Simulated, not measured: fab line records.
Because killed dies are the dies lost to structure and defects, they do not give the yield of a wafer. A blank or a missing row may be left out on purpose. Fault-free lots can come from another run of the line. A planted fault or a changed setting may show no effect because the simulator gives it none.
Which tool is to blame? ; flow gf180mcu ; 14 lots with 42 wafers sampled at 4 steps, on a route of 602 steps

== WHAT EACH GAUGE READ, for each wafer ==
GF_MVSD_OVL_MEAS_07.
lot;measured;on;MVSD_OVL (nm)
L659;day 4 14:37;overlay-02;1.5 0.3 -1.1
L660;day 4 18:53;overlay-02;-1.2 -1.2 -1.3
L661;day 5 00:08;overlay-02;1.2 -0.4 0.6
L662;day 5 06:47;overlay-02;-0.3 0.8 -0.5
L663;day 5 11:47;overlay-02;-1.1 0.2 0.4
L664;day 5 19:14;overlay-02;2.0 0.9 1.1
L665;day 5 23:56;overlay-02;2.1 -0.7 -1.4
L671;day 7 13:32;overlay-01;2.5 3.2 2.0
L672;day 7 15:37;overlay-02;1.2 0.6 2.0
L674;day 8 04:59;overlay-02;1.0 0.8 1.0
L677;day 8 22:01;overlay-01;0.7 1.4 1.7
L679;day 9 09:13;overlay-01;-0.3 -0.4 -0.2
L681;day 9 21:41;overlay-01;-0.4 -0.1 -1.6
L682;day 10 03:20;overlay-01;0.4 1.1 0.1

GF_CONTACT_THK_MEAS_26: measures by xrf.
lot;measured;on;CONTACT_W_THK (nm)
L659;day 16 20:25;film-metro-01;312 320 317
L660;day 17 03:31;film-metro-01;320 316 310
L661;day 17 12:07;film-metro-02;310 313 306
L662;day 17 19:05;film-metro-04;320 317 320
L663;day 18 01:41;film-metro-04;312 312 311
L664;day 18 11:41;film-metro-04;313 319 315
L665;day 19 02:16;film-metro-02;310 312 309
L671;day 21 05:08;film-metro-01;315 310 317
L672;day 21 12:13;film-metro-01;317 317 312
L674;day 22 04:41;film-metro-01;317 313 318
L677;day 23 05:12;film-metro-02;314 312 312
L679;day 24 02:37;film-metro-04;313 315 315
L681;day 24 12:52;film-metro-02;314 310 309
L682;day 24 17:13;film-metro-02;317 315 313

== EACH LOT AND THE TOOL THAT RAN IT (in order: tool; ch and the chambers of the sampled wafers; start) ==
lot;GF_DUAL_GATE_SOFTBAKE_07;GF_CONTACT_ETCH_16
L659;litho-track-01 ch 0, day 8 09:14;rie-diel-02 ch 0,1,3, day 16 19:38
L660;litho-track-01 ch 0, day 8 14:26;rie-diel-02 ch 0,3, day 17 02:44
L661;litho-track-02 ch 0, day 8 21:10;rie-diel-04 ch 1,2,3, day 17 11:20
L662;litho-track-01 ch 0, day 9 03:20;rie-diel-04 ch 0,1, day 17 18:17
L663;litho-track-03 ch 0, day 9 07:53;rie-diel-01 ch 0,3, day 18 00:53
L664;litho-track-01 ch 0, day 9 17:16;rie-diel-04 ch 1,2,3, day 18 10:53
L665;litho-track-02 ch 0, day 10 00:43;rie-diel-02 ch 0,1,3, day 19 01:28
L671;litho-track-02 ch 0, day 11 18:01;rie-diel-04 ch 2,3, day 21 04:11
L672;litho-track-02 ch 0, day 11 22:13;rie-diel-02 ch 0,1,3, day 21 11:26
L674;litho-track-01 ch 0, day 12 14:00;rie-diel-04 ch 2,3, day 22 03:52
L677;litho-track-01 ch 0, day 13 10:29;rie-diel-02 ch 1,2,3, day 23 04:19
L679;litho-track-03 ch 0, day 14 04:17;rie-diel-01 ch 0,3, day 24 01:49
L681;litho-track-03 ch 0, day 14 13:13;rie-diel-01 ch 0,1,3, day 24 12:04
L682;litho-track-01 ch 0, day 14 21:39;rie-diel-02 ch 1,3, day 24 16:25
- GF_DUAL_GATE_SOFTBAKE_07: time 60 s.
- GF_CONTACT_ETCH_16: etches BARC in N2/H2.

== WHAT THE TOOLS THEMSELVES READ (means of the sampled wafers that have a number; where no wafer has one, the mark that the record gives instead) ==
GF_DUAL_GATE_SOFTBAKE_07.
lot;tool;heater-power-total-W (W);plate-temp-C (C)
L659;litho-track-01;56.60;90.15
L660;litho-track-01;56.61;90.12
L661;litho-track-02;56.61;89.89
L662;litho-track-01;56.61;90.02
L663;litho-track-03;56.59;89.97
L664;litho-track-01;56.62;90.06
L665;litho-track-02;56.58;89.91
L671;litho-track-02;57.22;90.59
L672;litho-track-02;57.19;90.77
L674;litho-track-01;56.58;90.01
L677;litho-track-01;56.62;89.89
L679;litho-track-03;56.59;89.99
L681;litho-track-03;56.60;89.90
L682;litho-track-01;56.60;90.04

GF_CONTACT_ETCH_16.
lot;tool;drypump-motor-current-A (A);oes-product-au (a.u.);throttle-valve-pct (%)
L659;rie-diel-02;5.7;0.857;13.224
L660;rie-diel-02;5.9;0.859;13.227
L661;rie-diel-04;5.4;0.855;13.225
L662;rie-diel-04;5.0;0.854;13.218
L663;rie-diel-01;6.3;0.856;13.221
L664;rie-diel-04;5.4;0.850;13.214
L665;rie-diel-02;5.7;0.854;13.229
L671;rie-diel-04;5.8;0.857;13.227
L672;rie-diel-02;5.7;0.854;13.228
L674;rie-diel-04;5.8;0.854;13.226
L677;rie-diel-02;5.3;0.855;13.227
L679;rie-diel-01;6.2;0.861;13.222
L681;rie-diel-01;6.3;0.853;13.225
L682;rie-diel-02;5.8;0.855;13.231

== THE ANSWER, worked out from the rows above alone ==
Rule: the lots themselves supply what counts as usual. Put in order of their means at a reading, lots are off if they are a third of the lots or fewer, leave a main group of 4 or more, and stand apart from it by a gap of 3 or more times the standard deviation of the main group's means; of several such gaps the widest counts. A main group whose means are all the same, to the digits that the tables above print for the reading, isn't used. Also off: a lot with no number at a reading for which 4 or more lots have one. The other lots that the step has rows for count as sound. Order of review: gauges by route order, followed by the tools' own readings, for which a lot's mean as printed above is used. At the first step where some lot is off, the reading lying furthest off is the one used; lots without a number count as furthest.
Off, at GF_DUAL_GATE_SOFTBAKE_07 on heater-power-total-W: L671, L672. Main group: mean 56.60 W, sd 0.013.
If a tool, at that step or one of the process steps before it, ran each lot that is off and ran no sound lot following the first of them, it fits. One candidate fits, namely litho-track-02 at GF_DUAL_GATE_SOFTBAKE_07. Its last sound lot is L665 (day 10 00:43), its first lot that is off L671 (day 11 18:01): a fault that began between those two fits.
The tool's own readings at GF_DUAL_GATE_SOFTBAKE_07 bear it out: on the lots that are off they differ by more than 5 times the standard deviation of the sound lots' means. heater-power-total-W reads 57.20 W there against 56.60 W on the sound lots; plate-temp-C reads 90.68 C there against 90.00 C on the sound lots.

== WHAT THE SIMULATOR HAD PUT IN ==
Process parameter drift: litho-track-02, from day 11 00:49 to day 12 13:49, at GF_DUAL_GATE_SOFTBAKE_07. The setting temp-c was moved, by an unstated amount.
Shown lots that were struck: L671, L672. The rule above reached the same finding.
